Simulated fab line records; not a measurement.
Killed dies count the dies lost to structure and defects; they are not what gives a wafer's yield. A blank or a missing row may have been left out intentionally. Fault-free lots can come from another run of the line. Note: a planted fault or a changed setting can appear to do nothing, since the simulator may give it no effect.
Chamber matching ; flow gf180mcu ; 4 sister chambers for GF_V2_CMP_04 on cmp-02
The step polishes SiO2. 4 wafers are shown with their chamber, then 10 later ones without.

WAFERS, EACH WITH ITS CHAMBER
wafer;chamber;motor_current_A (A)
L168.2;1;11.8
L171.2;3;11.7
L171.6;2;13.1
L176.5;0;12.4

WAFERS MISSING THEIR CHAMBER
wafer;motor_current_A (A)
L176.6;11.4
L179.1;12.6
L179.2;12.1
L179.4;12.3
L180.2;11.4
L180.5;11.4
L180.6;13.3
L181.1;12.0
L181.2;11.7
L181.3;13.0

WHICH CHAMBER EACH ONE RAN IN
wafer;from the rows above;in truth
L176.6;can't be placed: 3 or 1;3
L179.1;can't be placed: 0 or 2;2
L179.2;can't be placed: 1 or 0 or 3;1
L179.4;can't be placed: 0 or 1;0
L180.2;can't be placed: 3 or 1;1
L180.5;can't be placed: 3 or 1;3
L180.6;2;2
L181.1;can't be placed: 1 or 3 or 0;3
L181.2;can't be placed: 3 or 1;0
L181.3;2;2
Correctly placed: 2 of 10. Can't be placed from these rows: 8 (the true chamber is among the candidates in 7). 0 placed wrongly.
How it was worked out, from the rows above alone: a wafer's distance from a chamber is the root of the sum, over the readings, of the square of ((its reading less the chamber's mean) divided by the reading's scatter). If the next closest chamber is less than 2 further off than the closest, the wafer can't be placed; otherwise it belongs to the closest. The mean given for a chamber averages the wafers shown for that chamber. The scatter: with one shown wafer a chamber, the root of the mean of the squares of how far each hidden wafer lies from its nearest shown one.
